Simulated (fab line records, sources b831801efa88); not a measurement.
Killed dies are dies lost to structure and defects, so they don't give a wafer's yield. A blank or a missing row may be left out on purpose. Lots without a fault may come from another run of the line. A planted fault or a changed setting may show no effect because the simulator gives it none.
Which tool did it? | flow sky130 | 6 lots, 17 wafers sampled, at 4 steps of a route of 708

WHAT THE GAUGES READ, wafer by wafer
SKY_NWELL_OVL_MEAS_10.
lot  | measured    | on         | NWELL_00_OVL (nm)
L914 | day 4 20:47 | overlay-01 | 0.8 1.2 -0.5
L917 | day 5 10:38 | overlay-01 | -0.4 -0.3 0.6
L919 | day 6 00:47 | overlay-02 | -0.1 1.0 1.1
L922 | day 6 15:20 | overlay-01 | 1.3 -0.1 1.4
L928 | day 8 05:52 | overlay-02 | 1.6 1.9
L933 | day 9 19:54 | overlay-02 | 0.8 0.7 -0.2

WHICH TOOL RAN EACH LOT (tool, then ch and the chambers of the sampled wafers, then the start)
lot  | SKY_FIELD_ISO_ETCH_14             | SKY_PWDE_COAT_02                 | SKY_PWDE_STRIP_09
L914 | rie_diel-01 ch 0,1, day 2 10:01   | litho_track-01 ch 0, day 3 20:19 | plasma_asher-01 ch 0,1, day 4 04:37
L917 | rie_diel-04 ch 0,2, day 3 00:59   | litho_track-04 ch 0, day 4 08:14 | plasma_asher-02 ch 1, day 4 17:20
L919 | rie_diel-03 ch 0,1,3, day 3 12:38 | litho_track-03 ch 0, day 4 22:35 | plasma_asher-04 ch 0,1, day 5 07:28
L922 | rie_diel-01 ch 1,3, day 4 03:58   | litho_track-01 ch 0, day 5 11:28 | plasma_asher-04 ch 0,1, day 5 20:41
L928 | rie_diel-01 ch 0,1, day 5 12:49   | litho_track-04 ch 0, day 7 00:05 | plasma_asher-04 ch 0,1, day 7 09:51
L933 | rie_diel-01 ch 0,1,3, day 6 12:58 | litho_track-01 ch 0, day 8 11:31 | plasma_asher-04 ch 0,1, day 8 22:15
- SKY_FIELD_ISO_ETCH_14: etches BARC in N2/H2, stops on SiO2, time 45.9 s, target depth 60 nm.
- SKY_PWDE_COAT_02: resist thk 3000 nm.
- SKY_PWDE_STRIP_09: strips in O2/N2.

THE ANSWER, worked out from the rows above alone
Rule: what is usual is taken from the lots themselves. Put in order of their means at a reading, lots are off if they are a third of the lots or fewer, leave a main group of 4 or more, and stand apart from it by a gap of 3 or more times the standard deviation of the main group's means; of several such gaps the widest counts. A main group whose means are all the same, to the digits that the tables above print for the reading, isn't used. A lot without any number at a reading at which 4 lots or more have one is off too. The other lots that the step has rows for count as sound.
No lot is off at any reading shown: from this, nothing can be told.

WHAT THE SIMULATOR HAD PUT IN
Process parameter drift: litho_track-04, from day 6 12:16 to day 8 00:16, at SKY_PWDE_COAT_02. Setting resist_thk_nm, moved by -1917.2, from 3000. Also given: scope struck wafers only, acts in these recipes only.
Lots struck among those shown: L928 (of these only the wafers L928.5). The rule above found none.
